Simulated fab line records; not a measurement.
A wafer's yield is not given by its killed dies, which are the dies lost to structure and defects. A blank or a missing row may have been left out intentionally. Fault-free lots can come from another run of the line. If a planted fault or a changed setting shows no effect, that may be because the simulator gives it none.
fab line records -- flow sky130
[record] lots = 10, wafers = 29, lastDay = 50
route steps=708 shown SD_P@328 LI_CONTACT@381 METAL1@452 METAL2@501
lots that met no fault: from a run of the same line without faults
startH: hours from the record's first day to the start of the lot's first wafer shown -- waitH: hours since the lot's step before -- " repeats the value in the row above -- L1.1+2: several wafers, shown together as one row -- - either no value or no given start -- * or withheld: withheld -- < > ~ a bound
route shown NAME@n: NAME is a module with steps in the file, n the number in the route of the first one -- usual: mean/standard deviation taken from wafers without a fault -- same: alike in all rows -- chamber/n: place in a boat -- sites: per-site readings -- _std_site: standard deviation across them -- _edge_site: inner sites' mean taken away from outer sites' mean -- radiusMm: for every site, how far away it sits from the centre of the wafer -- mask NAME#n: copy n -- behind: the most recent tool/chamber to have shaped the wafer -- hold: why the lot was held/for how many hours/how that ended -- device: which transistor (n, p or np) failed to switch -- end of line: at the end of the route, the tests of the same wafers -- a step with no rows: only its recipe -- killed: at the first sort, the dies lost to defects and structure; wafer yield is something else -- map: the dies of a wafer, with x for killed, . for not killed, _ for no die there
set.NAME: the setting as run; set.NAME@STEP: as run at that earlier step -- model.NAME: the simulator's own value behind a step, which no gauge read
one table for each step of the route and one row for each wafer, over a sample of lots
services: when a tool's chamber went out of use (startH, in hours from the record's first day, below 0 if earlier), for how many hours, and the reason
[[steps]]
[step SKY_SD_P_OVL_MEAS_08]
[usual] SD_P_OVL = 1.5/1.3
lot.wafer,tool,chamber,startH,waitH,SD_P_OVL[nm]
L229.1,overlay-02,-,598.56,0.1,2.3
L229.2,overlay-02,-,598.56,0.1,0.4
L229.3,overlay-02,-,598.56,0.1,-0.3
L232.1,overlay-01,-,612.00,0.1,2.2
L232.4,overlay-01,-,612.00,0.1,2.0
L232.5,overlay-01,-,612.00,0.1,1.7
L237.2,overlay-02,-,650.81,0.1,0.5
L237.3,overlay-02,-,650.81,0.1,-2.3
L243.2,overlay-02,-,713.90,0.1,1.4
L243.3,overlay-02,-,713.90,0.1,2.8
L243.5,overlay-02,-,713.90,0.1,2.8
L245.1,overlay-02,-,725.03,0.1,3.4
L245.2,overlay-02,-,725.03,0.1,2.2
L245.5,overlay-02,-,725.03,0.1,2.8
L247.3,overlay-02,-,737.69,0.1,3.6
L247.4,overlay-02,-,737.69,0.1,3.7
L247.6,overlay-02,-,737.69,0.1,4.1
L248.2,overlay-01,-,743.36,0.1,0.8
L248.5,overlay-01,-,743.36,0.1,-2.2
L248.6,overlay-01,-,743.36,0.1,-0.7
L249.1,overlay-02,-,745.43,0.1,1.0
L249.5,overlay-02,-,745.43,0.1,-0.8
L249.6,overlay-02,-,745.43,0.1,1.5
L250.3,overlay-02,-,760.21,0.1,-0.9
L250.4,overlay-02,-,760.21,0.1,1.3
L250.5,overlay-02,-,760.21,0.1,0.5
L252.2,overlay-01,-,769.45,0.1,0.0
L252.4,overlay-01,-,769.45,0.1,1.6
L252.6,overlay-01,-,769.45,0.1,0.3
[step SKY_LI_CONTACT_SPUTTER_19]
[recipe] material = Ti, targetThkNm = 20, chamberPressurePa = 5, powerW = 2500, substrateTempC = 200, timeS = 106.37
[usual] throttleValvePct = 29.7/0.93
lot.wafer,tool,chamber,startH,waitH,throttleValvePct
L229.1,pvdSputter-04,-,686.17,0.0,30.0
L229.2,pvdSputter-04,-,686.17,0.0,29.7
L229.3,pvdSputter-04,-,686.17,0.0,29.9
L232.1,pvdSputter-01,-,698.47,0.0,30.6
L232.4,pvdSputter-01,-,698.47,0.0,29.7
L232.5,pvdSputter-01,-,698.47,0.0,30.5
L237.2,pvdSputter-04,-,737.22,0.0,30.0
L237.3,pvdSputter-04,-,737.22,0.0,29.4
L243.2,pvdSputter-02,-,797.78,0.0,28.4
L243.3,pvdSputter-02,-,797.78,0.0,28.8
L243.5,pvdSputter-02,-,797.78,0.0,28.9
L245.1,pvdSputter-01,-,807.71,0.0,30.8
L245.2,pvdSputter-01,-,807.71,0.0,30.1
L245.5,pvdSputter-01,-,807.71,0.0,30.3
L247.3,pvdSputter-02,-,819.40,0.0,28.4
L247.4,pvdSputter-02,-,819.40,0.0,28.7
L247.6,pvdSputter-02,-,819.40,0.0,28.8
L248.2,pvdSputter-01,-,825.25,0.0,30.9
L248.5,pvdSputter-01,-,825.25,0.0,30.9
L248.6,pvdSputter-01,-,825.25,0.0,30.1
L249.1,pvdSputter-01,-,827.86,0.0,29.8
L249.5,pvdSputter-01,-,827.86,0.0,30.3
L249.6,pvdSputter-01,-,827.86,0.0,30.1
L250.3,pvdSputter-02,-,841.09,0.0,28.2
L250.4,pvdSputter-02,-,841.09,0.0,29.0
L250.5,pvdSputter-02,-,841.09,0.0,28.7
L252.2,pvdSputter-02,-,850.44,0.0,28.9
L252.4,pvdSputter-02,-,850.44,0.0,28.7
L252.6,pvdSputter-02,-,850.44,0.0,28.3
[step SKY_METAL1_ETCH_18]
[recipe] chemistry = N2/H2, target = BARC, ionEnergyEv = 200, biasW = 100, pressureMtorr = 30, n2FlowSccm = 100, h2FlowSccm = 200, icpW = 500, stopOn = SiO2, timeS = 45.9, targetDepthA = 600
[usual] drypumpMotorCurrentA = 6.1/0.45, h2FlowSccm = 200.0/0.59, n2FlowSccm = 100.0/0.3, oesProductAu = 0.855/0.0046, throttleValvePct = 13.224/0.0083
lot.wafer,tool,chamber,startH,waitH,drypumpMotorCurrentA,h2FlowSccm,n2FlowSccm,oesProductAu,rfHoursCounterH,throttleValvePct
L229.1,rieMetal-03,0,773.14,0.0,5.3,200.4,100.4,0.847,14,13.234
L229.2,rieMetal-03,1,773.14,0.0,5.8,199.8,100.2,0.863,13,13.232
L229.3,rieMetal-03,0,773.14,0.0,5.3,200.1,100.4,0.858,-,13.218
L232.1,rieMetal-04,0,783.59,0.0,6.1,201.5,99.8,0.858,13,13.221
L232.4,rieMetal-04,1,783.59,0.0,6.8,200.0,99.8,0.852,-,13.241
L232.5,rieMetal-04,1,783.59,0.0,6.8,200.1,100.0,0.859,-,13.225
L237.2,rieMetal-03,1,821.86,0.0,5.7,200.2,99.9,0.863,16,13.237
L237.3,rieMetal-03,1,821.86,0.0,5.8,200.7,100.4,0.854,-,13.231
L243.2,rieMetal-04,0,879.88,0.0,6.1,199.1,100.1,0.862,0,13.230
L243.3,rieMetal-04,1,879.88,0.0,6.8,201.0,99.9,0.862,-,13.222
L243.5,rieMetal-04,0,879.88,0.0,6.1,199.4,100.0,0.857,-,13.217
L245.1,rieMetal-02,1,890.58,0.0,6.4,199.4,100.1,0.848,0,13.221
L245.2,rieMetal-02,0,890.58,0.0,6.0,199.3,100.3,0.848,16,13.223
L245.5,rieMetal-02,0,890.58,0.0,6.0,200.0,99.8,0.859,-,13.213
L247.3,rieMetal-02,1,901.74,0.0,6.4,200.1,100.0,0.844,-,13.225
L247.4,rieMetal-02,0,901.74,0.0,6.0,200.2,100.1,0.849,-,13.234
L247.6,rieMetal-02,1,901.74,0.0,6.4,200.2,100.2,0.862,-,13.232
L248.2,rieMetal-03,1,907.29,0.0,5.8,199.8,100.0,0.859,0,13.242
L248.5,rieMetal-03,1,907.29,0.0,5.8,199.5,100.4,0.858,-,13.226
L248.6,rieMetal-03,0,907.29,0.0,5.3,200.7,100.0,0.865,-,13.216
L249.1,rieMetal-04,1,908.81,0.1,6.8,200.3,100.3,0.857,9,13.225
L249.5,rieMetal-04,1,908.81,0.1,6.8,200.1,100.2,0.853,-,13.225
L249.6,rieMetal-04,1,908.81,0.1,6.8,200.0,99.9,0.851,-,13.220
L250.3,rieMetal-03,1,922.85,0.0,5.8,200.6,99.8,0.851,-,13.223
L250.4,rieMetal-03,0,922.85,0.0,5.3,200.2,99.8,0.855,-,13.225
L250.5,rieMetal-03,0,922.85,0.0,5.3,200.0,100.1,0.854,-,13.217
L252.2,rieMetal-03,1,932.64,0.0,5.8,199.3,100.1,0.850,2,13.229
L252.4,rieMetal-03,0,932.64,0.0,5.3,200.0,99.7,0.866,-,13.239
L252.6,rieMetal-03,1,932.64,0.0,5.8,200.0,99.7,0.849,-,13.220
[step SKY_METAL2_ETCH_18]
[recipe] chemistry = N2/H2, target = BARC, ionEnergyEv = 200, biasW = 100, pressureMtorr = 30, n2FlowSccm = 100, h2FlowSccm = 200, icpW = 500, stopOn = SiO2, timeS = 45.9, targetDepthA = 600
[usual] drypumpMotorCurrentA = 5.8/0.49, h2FlowSccm = 200.1/0.62, n2FlowSccm = 99.94/0.26, oesProductAu = 0.855/0.0045, throttleValvePct = 13.224/0.0079
lot.wafer,tool,chamber,startH,waitH,drypumpMotorCurrentA,h2FlowSccm,n2FlowSccm,oesProductAu,rfHoursCounterH,throttleValvePct
L229.1,rieMetal-03,0,829.90,0.0,5.3,199.6,100.12,0.853,1,13.218
L229.2,rieMetal-03,1,829.90,0.0,5.8,199.6,100.26,0.857,16,13.233
L229.3,rieMetal-03,0,829.90,0.0,5.3,199.9,100.13,0.856,-,13.228
L232.1,rieMetal-03,0,839.03,0.0,5.3,201.0,99.92,0.858,1,13.230
L232.4,rieMetal-03,1,839.03,0.0,5.8,199.5,100.36,0.839,-,13.220
L232.5,rieMetal-03,1,839.03,0.0,5.8,199.7,100.48,0.854,-,13.220
L237.2,rieMetal-03,0,877.05,0.0,5.3,199.5,99.47,0.864,3,13.213
L237.3,rieMetal-03,0,877.05,0.0,5.3,199.1,100.02,0.854,-,13.222
L243.2,rieMetal-01,0,933.01,0.0,4.9,200.8,99.99,0.859,12,13.230
L243.3,rieMetal-01,1,933.01,0.0,5.8,199.9,100.02,0.859,-,13.245
L243.5,rieMetal-01,0,933.01,0.0,4.9,201.0,99.85,0.853,-,13.228
L245.1,rieMetal-03,1,943.43,0.0,5.8,199.7,99.94,0.864,2,13.227
L245.2,rieMetal-03,0,943.43,0.0,5.3,200.1,100.30,0.853,6,13.221
L245.5,rieMetal-03,1,943.43,0.0,5.8,199.7,100.06,0.855,-,13.208
L247.3,rieMetal-02,0,954.75,0.0,6.0,200.9,99.98,0.852,-,13.223
L247.4,rieMetal-02,1,954.75,0.0,6.4,199.7,100.18,0.863,-,13.220
L247.6,rieMetal-02,0,954.75,0.0,6.0,200.2,99.82,0.847,-,13.220
L248.2,rieMetal-01,1,959.75,0.0,5.8,200.7,99.62,0.858,12,13.227
L248.5,rieMetal-01,0,959.75,0.0,4.8,199.9,100.03,0.855,-,13.218
L248.6,rieMetal-01,1,959.75,0.0,5.8,200.0,99.94,0.858,-,13.219
L249.1,rieMetal-02,1,960.53,0.0,6.4,199.9,100.17,0.853,4,13.227
L249.5,rieMetal-02,1,960.53,0.0,6.3,198.6,100.11,0.860,-,13.225
L249.6,rieMetal-02,0,960.53,0.0,6.0,200.5,99.98,0.862,-,13.219
L250.3,rieMetal-02,0,972.84,0.0,6.0,200.2,99.79,0.856,-,13.226
L250.4,rieMetal-02,1,972.84,0.0,6.3,200.4,100.34,0.861,-,13.210
L250.5,rieMetal-02,0,972.84,0.0,6.0,199.4,100.03,0.857,-,13.224
L252.2,rieMetal-03,0,984.50,0.0,5.3,199.7,99.91,0.854,8,13.227
L252.4,rieMetal-03,0,984.50,0.0,5.3,200.5,100.54,0.859,-,13.212
L252.6,rieMetal-03,1,984.50,0.0,5.8,199.5,99.87,0.853,-,13.215
[step SKY_METAL2_STRIP_20]
[recipe] chemistry = O2/N2, powerW = 1400, pressureMtorr = 1500, platenTempC = withheld, o2FlowSccm = 3000, n2FlowSccm = 300, overashFraction = 0.5
[usual] drypumpMotorCurrentA = 5.68/0.26, n2FlowSccm = 300.0/0.99, oesProductAu = 0.343/0.005, stripTimeToEndpointS = 2.70/0.048
lot.wafer,tool,chamber,startH,waitH,drypumpMotorCurrentA,n2FlowSccm,oesProductAu,rfHoursCounterH,stripTimeToEndpointS
L229.1,plasmaAsher-04,1,830.06,0.1,5.85,300.2,0.343,72,2.70
L229.2,plasmaAsher-04,0,830.06,0.1,5.67,300.0,0.345,72,2.81
L229.3,plasmaAsher-04,1,830.06,0.1,5.88,301.3,0.339,-,2.70
L232.1,plasmaAsher-02,1,839.18,0.1,5.32,300.3,0.336,11,2.53
L232.4,plasmaAsher-02,0,839.18,0.1,6.03,299.8,0.346,-,2.78
L232.5,plasmaAsher-02,1,839.18,0.1,5.33,300.1,0.349,-,2.78
L237.2,plasmaAsher-01,1,877.21,0.1,5.80,299.2,0.334,44,2.68
L237.3,plasmaAsher-01,0,877.21,0.1,5.32,299.3,0.342,-,2.50
L243.2,plasmaAsher-02,1,933.17,0.1,5.35,300.4,0.336,20,2.69
L243.3,plasmaAsher-02,0,933.17,0.1,6.06,299.3,0.346,-,2.75
L243.5,plasmaAsher-02,1,933.17,0.1,5.36,300.5,0.343,-,2.63
L245.1,plasmaAsher-04,1,943.58,0.1,5.86,299.9,0.343,83,2.74
L245.2,plasmaAsher-04,0,943.58,0.1,5.69,300.4,0.346,83,2.73
L245.5,plasmaAsher-04,1,943.58,0.1,5.86,299.0,0.347,-,2.75
L247.3,plasmaAsher-04,0,954.91,0.1,5.69,298.0,0.355,-,2.73
L247.4,plasmaAsher-04,1,954.91,0.1,5.87,299.1,0.339,-,2.65
L247.6,plasmaAsher-04,1,954.91,0.1,5.87,300.3,0.346,-,2.67
L248.2,plasmaAsher-01,1,959.91,0.1,5.84,301.0,0.347,51,2.76
L248.5,plasmaAsher-01,0,959.91,0.1,5.36,300.8,0.342,-,2.71
L248.6,plasmaAsher-01,1,959.91,0.1,5.84,300.8,0.344,-,2.74
L249.1,plasmaAsher-02,1,960.68,0.1,5.34,299.5,0.345,23,2.68
L249.5,plasmaAsher-02,1,960.68,0.1,5.36,302.0,0.342,-,2.67
L249.6,plasmaAsher-02,0,960.68,0.1,6.04,300.8,0.340,-,2.72
L250.3,plasmaAsher-04,1,973.00,0.1,5.87,301.0,0.348,-,2.67
L250.4,plasmaAsher-04,0,973.00,0.1,5.68,300.6,0.343,-,2.64
L250.5,plasmaAsher-04,1,973.00,0.1,5.87,300.8,0.345,-,2.67
L252.2,plasmaAsher-02,1,984.66,0.1,5.35,298.6,0.343,25,2.65
L252.4,plasmaAsher-02,0,984.66,0.1,6.04,298.1,0.348,-,2.68
L252.6,plasmaAsher-02,0,984.66,0.1,6.01,299.4,0.348,-,2.70
[[services]]
tool,chamber,startH,hours,kind
pvdSputter-02,-,665.47,1.8,repair
plasmaAsher-02,-,684.16,7.0,repair
pvdSputter-04,-,689.48,12.6,repair
rieMetal-03,-,693.30,2.8,pm
pvdSputter-02,-,695.37,6.8,repair
plasmaAsher-02,-,698.03,1.7,repair
plasmaAsher-01,-,719.50,1.9,repair
plasmaAsher-02,-,733.75,9.0,pm
rieMetal-04,-,776.47,4.3,pm
rieMetal-04,1,791.74,1.5,repair
pvdSputter-01,-,818.33,4.8,repair
pvdSputter-02,-,819.89,1.1,repair
rieMetal-03,-,820.09,0.5,repair
rieMetal-02,-,830.88,2.8,pm
rieMetal-01,-,852.71,0.6,repair
rieMetal-04,0,887.54,22.4,repair
rieMetal-01,1,891.75,7.3,repair
plasmaAsher-04,-,895.76,11.9,repair
pvdSputter-02,-,913.45,2.1,repair
pvdSputter-01,-,917.61,70.1,repair
plasmaAsher-02,-,930.14,2.8,repair
pvdSputter-02,-,960.08,1.2,repair
plasmaAsher-04,-,962.06,0.3,repair
pvdSputter-02,-,974.01,4.9,repair
[[key]]
[firstSign] step = SKY_METAL2_STRIP_20, reading = stripTimeToEndpointS, direction = down, sigmas = 3.8, usual = *, struck = *
effect none on later readings
metAt SKY_METAL2_ETCH_18
struckLots L232,L237
struckWafers L232.1,L237.3
notActingAt SKY_SD_P_OVL_MEAS_08,SKY_LI_CONTACT_SPUTTER_19,SKY_METAL1_ETCH_18
onsetBetween 829.90 839.03
[fault] kind = processParameterDrift, tool = rieMetal-03, chamber = -, onsetH = 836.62, steps = SKY_METAL2_ETCH_18, channel = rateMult, offset = 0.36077, shape = step, endH = 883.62, scope = struckWafersOnly
